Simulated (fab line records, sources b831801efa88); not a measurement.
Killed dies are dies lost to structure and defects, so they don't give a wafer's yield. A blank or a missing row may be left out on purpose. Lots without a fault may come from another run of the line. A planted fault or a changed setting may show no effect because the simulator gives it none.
fab line records | flow sfq_line
record lots=7 wafers=21 last_day=86
route steps=325 shown M1@69 I1@73
lots that met no fault: from a run of the same line without faults
start_h: hours from the record's first day to the start of the lot's first wafer shown | wait_h: hours since the lot's step before | " the same as in the row above | L1.1+2: a row that stands for several wafers | - no value, or no start given | * or withheld: withheld | < > ~ a bound
route shown NAME@n: a module of which the file shows steps, and the number in the route of the first | usual: mean/standard deviation of fault-free wafers | same: alike in all rows | chamber/n: place in a boat | sites: the reading at each site | _std_site: their standard deviation | _edge_site: outer sites' mean less inner sites' | radius_mm: how far each site lies from the wafer's centre | mask NAME#n: copy n | behind: the tool/chamber that last shaped the wafer | hold: why the lot was held/for how many hours/how that ended | device: the transistor (n, p or np) that didn't switch | end of line: the same wafers' tests at the end of the route | a step without rows: its recipe alone | killed: dies lost to structure and defects at the first sort, not the wafer's yield | map: a wafer's dies, x killed, . not, _ none there
set.NAME: the setting as run; set.NAME@STEP: as run at that earlier step | model.NAME: the simulator's own value behind a step, which no gauge read
lots at some steps of the route; a table a step, a row a wafer
services: from which hour (start_h, from the record's first day; less than 0 if before it) a tool's chamber was out of use, for how many hours, and why
## steps
# step SFQ_TRILAYER_M1_BARC_OPEN_METAL_ETCH_054
# recipe mask_material=PR chemistry=O2 target_depth_nm=125 target=BARC icp_w=600 bias_w=80 pressure_mtorr=10 time_s=41.7
# step SFQ_TRILAYER_M1_ETCH_METAL_ETCH_042
# recipe target=Nb stop_on=SiO2 mask_material=PR chemistry=Cl2/Ar target_depth_nm=240 icp_w=600 bias_w=80 pressure_mtorr=10 time_s=120
# usual drypump_motor_current_A=5.33/0.26 he_backside_leak_sccm=3.44/0.2 oes_product_au=0.894/0.0068
# columns lot.wafer tool chamber start_h wait_h drypump_motor_current_A he_backside_leak_sccm oes_product_au rf_hours_counter_h
L761.2 rie_metal-01 0 358.29 0.0 5.33 3.34 0.888 115
L761.5 " 0 " " 5.35 3.27 0.891 -
L761.6 " 1 " " 5.39 3.22 0.891 -
L767.1 rie_metal-02 1 400.29 0.0 5.64 3.35 0.896 69
L767.4 " 0 " " 5.48 3.48 0.893 -
L767.5 " 0 " " 5.46 3.79 0.881 -
L768.2 rie_metal-02 0 407.49 0.0 5.46 3.32 0.903 34
L768.4 " 1 " " 5.65 3.83 0.905 -
L768.5 " 0 " " 5.47 3.26 0.903 -
L769.1 rie_metal-04 0 420.38 0.0 4.92 3.60 0.895 136
L769.2 " 1 " " 5.46 4.04 0.889 62
L769.5 " 1 " " 5.44 3.50 0.888 -
L770.1 rie_metal-04 0 425.18 0.0 4.88 3.66 0.897 137
L770.4 " 1 " " 5.45 3.50 0.898 -
L770.5 " 1 " " 5.46 3.52 0.899 -
L779.2 rie_metal-04 0 497.58 0.0 4.89 3.28 0.891 151
L779.3 " 1 " " 5.44 3.60 0.895 -
L779.6 " 0 " " 4.87 3.31 0.887 -
L780.2 rie_metal-02 1 501.18 0.0 5.68 3.25 0.885 86
L780.4 " 0 " " 5.49 3.23 0.891 -
L780.5 " 0 " " 5.48 3.32 0.892 -
# step SFQ_TRILAYER_M1_STRIP_STRIP_043
# recipe gas=O2 power_w=200 platen_temp_c=40 overash_fraction=0.65 chemistry=O2 pressure_mtorr=50
# usual drypump_motor_current_A=5.33/0.27 he_backside_leak_sccm=3.44/0.18 oes_product_au=0.997/0.0078
# columns lot.wafer tool chamber start_h wait_h drypump_motor_current_A he_backside_leak_sccm oes_product_au rf_hours_counter_h
L761.2 rie_metal-01 0 358.41 0.1 5.35 3.21 0.991 115
L761.5 " 0 " " 5.37 3.32 1.008 -
L761.6 " 1 " " 5.39 3.46 0.995 -
L767.1 rie_metal-02 1 400.41 0.1 5.69 3.42 0.999 69
L767.4 " 0 " " 5.48 3.08 0.991 -
L767.5 " 0 " " 5.49 3.33 0.987 -
L768.2 rie_metal-02 0 407.61 0.1 5.46 3.61 1.004 34
L768.4 " 1 " " 5.66 3.31 1.006 -
L768.5 " 0 " " 5.46 3.64 1.000 -
L769.1 rie_metal-04 0 420.50 0.1 4.88 3.38 0.996 136
L769.2 " 1 " " 5.47 3.56 0.986 62
L769.5 " 1 " " 5.47 3.58 0.977 -
L770.1 rie_metal-04 0 425.30 0.1 4.85 3.53 0.998 137
L770.4 " 1 " " 5.45 3.54 0.997 -
L770.5 " 1 " " 5.47 3.58 0.996 -
L779.2 rie_metal-04 0 497.70 0.1 4.87 3.63 1.014 151
L779.3 " 1 " " 5.45 3.55 0.999 -
L779.6 " 0 " " 4.86 3.60 1.002 -
L780.2 rie_metal-02 1 501.30 0.1 5.65 3.23 1.001 87
L780.4 " 0 " " 5.50 3.68 0.989 -
L780.5 " 0 " " 5.47 3.59 0.997 -
# step SFQ_TRILAYER_M1_STRIP_SOLV_CLEAN_044
# recipe chemistry=NMP temp_c=70 time_s=600
# step SFQ_TRILAYER_I1_DEP_PECVD_045
# recipe material=SiO2 temp_c=150 time_s=111.11 pressure_torr=2.4 rf_w=183.3 precursor=SiH4/N2O target_thk_nm=500
# usual heater_power_w=95/19 throttle_valve_pct=24.7/1.8
# columns lot.wafer tool chamber start_h wait_h heater_power_w throttle_valve_pct
L761.2 pecvd-01 1 359.19 0.0 90 22.5
L761.5 " 0 " " 92 23.6
L761.6 " 1 " " 77 22.3
L767.1 pecvd-01 0 401.19 0.0 98 23.7
L767.4 " 0 " " 82 23.6
L767.5 " 2 " " 74 24.0
L768.2 pecvd-03 2 408.39 0.0 130 23.5
L768.4 " 0 " " 92 24.0
L768.5 " 2 " " 123 22.8
L769.1 pecvd-01 1 421.29 0.0 91 22.6
L769.2 " 0 " " 92 23.8
L769.5 " 1 " " 93 22.8
L770.1 pecvd-01 2 426.08 0.0 76 24.0
L770.4 " 2 " " 77 24.0
L770.5 " 0 " " 79 23.6
L779.2 pecvd-03 2 498.49 0.0 124 23.4
L779.3 " 0 " " 93 23.9
L779.6 " 2 " " 132 23.3
L780.2 pecvd-04 2 502.08 0.0 121 28.3
L780.4 " 2 " " 133 28.5
L780.5 " 1 " " 98 24.6
# step SFQ_TRILAYER_I1_CMP_CMP_046
# recipe material=SiO2 down_force_psi=3 platen_rpm=60 pad_velocity_m_s=0.94248
# usual motor_current_A=9.8/1 time_to_endpoint_s=215/7.4
# columns lot.wafer tool chamber start_h wait_h motor_current_A time_to_endpoint_s
L761.2 cmp-01 2 373.17 13.9 9.1 212
L761.6 " 2 375.17 15.9 9.1 226
L761.5 " 3 " " 8.3 217
L767.4 cmp-02 2 415.13 13.9 9.5 216
L767.1 " 3 " " 11.7 210
L767.5 " 0 " " 9.7 218
L768.2 cmp-01 0 424.55 16.1 9.5 215
L768.4 " 2 425.55 17.1 8.8 218
L768.5 " 3 " " 8.9 226
L769.1 cmp-02 2 432.63 11.3 9.5 208
L769.2 " 3 " " 11.3 213
L769.5 " 1 434.13 12.8 10.0 211
L770.4 cmp-02 3 439.13 13.0 11.9 210
L770.1 " 0 " " 9.2 200
L770.5 " 1 " " 10.1 211
L779.3 cmp-02 3 504.64 6.1 12.2 203
L779.2 " 0 " " 10.0 209
L779.6 " 3 506.64 8.1 12.6 212
L780.4 cmp-01 3 508.97 6.8 8.5 220
L780.2 " 1 509.97 7.9 9.7 212
L780.5 " 3 510.97 8.8 8.6 231
# step SFQ_I1_BOW_MEAS_912
# recipe mode=bow
# usual I1_BOW=2/8.7
# columns lot.wafer tool chamber start_h wait_h I1_BOW[um]
L761.2 film_metro-01 - 376.19 2.5 0
L761.5 " - " " -1
L761.6 " - " " 0
L767.1 film_metro-02 - 417.13 1.0 15
L767.4 " - " " 20
L767.5 " - " " 19
L768.2 film_metro-04 - 427.07 2.0 2
L768.4 " - " " 3
L768.5 " - " " 8
L769.1 film_metro-01 - 435.13 2.0 7
L769.2 " - " " 5
L769.5 " - " " 4
L770.1 film_metro-01 - 441.13 1.0 4
L770.4 " - " " -13
L770.5 " - " " -2
L779.2 film_metro-02 - 507.16 1.5 8
L779.3 " - " " 15
L779.6 " - " " -1
L780.2 film_metro-02 - 511.49 1.0 9
L780.4 " - " " 7
L780.5 " - " " 7
# step SFQ_TRILAYER_I1_METRO_MEASURE_047
# usual thk_nm=200.1/1.1
# columns lot.wafer tool chamber start_h wait_h thk_nm
L761.2 film_metro-01 - 376.49 0.3 201.2
L761.5 " - " " 200.4
L761.6 " - " " 201.1
L767.1 film_metro-02 - 417.25 0.1 198.9
L767.4 " - " " 198.5
L767.5 " - " " 198.4
L768.2 film_metro-04 - 427.37 0.3 200.8
L768.4 " - " " 201.1
L768.5 " - " " 199.9
L769.1 film_metro-01 - 435.25 0.1 200.1
L769.2 " - " " 199.8
L769.5 " - " " 200.6
L770.1 film_metro-01 - 441.25 0.1 198.6
L770.4 " - " " 198.6
L770.5 " - " " 200.3
L779.2 film_metro-02 - 507.46 0.3 198.7
L779.3 " - " " 200.1
L779.6 " - " " 200.5
L780.2 film_metro-02 - 511.79 0.3 201.1
L780.4 " - " " 199.7
L780.5 " - " " 198.7
# step SFQ_TRILAYER_I1_VIA_LITHO_COAT_054
# recipe resist=BARC spin_rpm=3000 resist_thk_nm=62
# step SFQ_TRILAYER_I1_VIA_LITHO_COAT_049
# recipe resist=KrF spin_rpm=3000 resist_thk_nm=650
# step SFQ_TRILAYER_I1_VIA_LITHO_SOFTBAKE_053
# recipe temp_c=withheld time_s=withheld resist=KrF
# step SFQ_TRILAYER_I1_VIA_LITHO_EXPOSE_050
# recipe mask_id=I1 na=0.6 source_shape=conventional sigma_outer=0.65 target_cd_nm=500 dose_mj=21.3
# step SFQ_TRILAYER_I1_VIA_LITHO_PEB_052
# recipe peb_temp_c=115 peb_time_s=60 resist=KrF
# usual chill_plate_temp_C=23.00/0.11 exhaust_pa=44.7/0.97
# columns lot.wafer tool chamber start_h wait_h chill_plate_temp_C exhaust_pa
L761.2 litho_track-02 0 408.57 0.8 23.12 44.9
L761.5 " 0 " " 23.10 45.6
L761.6 " 0 " " 22.96 46.6
L767.1 litho_track-02 - 452.50 1.0 - -
L767.4 " - " " - -
L767.5 " - " " - -
L768.2 litho_track-02 - 469.25 0.8 - -
L768.4 " - " " - -
L768.5 " - " " - -
L769.1 litho_track-02 - 477.62 1.0 - -
L769.2 " - " " - -
L769.5 " - " " - -
L770.1 litho_track-02 0 488.94 1.0 23.04 44.5
L770.4 " 0 " " 23.16 45.4
L770.5 " 0 " " 22.92 45.3
L779.2 litho_track-03 0 532.16 0.8 22.89 44.3
L779.3 " 0 " " 22.94 42.7
L779.6 " 0 " " 22.93 45.3
L780.2 litho_track-01 0 534.56 0.8 22.80 44.7
L780.4 " 0 " " 22.86 41.8
L780.5 " 0 " " 22.91 44.1
# step SFQ_TRILAYER_I1_VIA_LITHO_DEVELOP_051
# recipe time_s=60 resist=KrF
## services
# columns tool chamber start_h hours kind
film_metro-01 - 345.60 0.4 pm
rie_metal-02 0 345.60 3.7 repair
film_metro-01 - 349.12 0.7 pm
rie_metal-01 - 354.57 0.5 repair
cmp-01 - 355.14 5.4 pm
film_metro-02 - 361.83 0.6 pm
cmp-02 - 362.01 2.2 repair
film_metro-02 - 368.73 0.5 pm
cmp-01 - 368.81 1.3 repair
film_metro-01 - 369.30 2.2 pm
cmp-02 - 370.09 2.0 repair
film_metro-02 - 374.42 0.5 pm
cmp-01 - 408.05 4.0 pm
pecvd-03 - 419.77 2.8 pm
film_metro-01 - 431.41 2.3 pm
pecvd-03 0 433.59 8.1 repair
rie_metal-01 - 436.29 0.4 repair
pecvd-01 - 437.64 0.8 repair
pecvd-01 1 464.42 4.3 repair
cmp-02 - 477.13 6.0 pm
film_metro-02 - 480.44 0.7 pm
rie_metal-01 - 484.38 0.6 repair
rie_metal-04 - 504.65 2.8 pm
cmp-02 - 516.66 1.5 repair
## key
first_sign step=SFQ_TRILAYER_I1_VIA_LITHO_PEB_052 reading=tool_record direction=missing
effect none on later readings
met_at SFQ_TRILAYER_I1_VIA_LITHO_PEB_052
struck_wafers L767.1,L767.4,L767.5,L768.2,L768.4,L768.5,L769.1,L769.2,L769.5
onset_between 408.57 452.50
fault kind=skipped_step_whole tool=litho_track-02 chamber=- onset_h=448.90 steps=SFQ_TRILAYER_I1_VIA_LITHO_PEB_052 scope=struck_lots_only
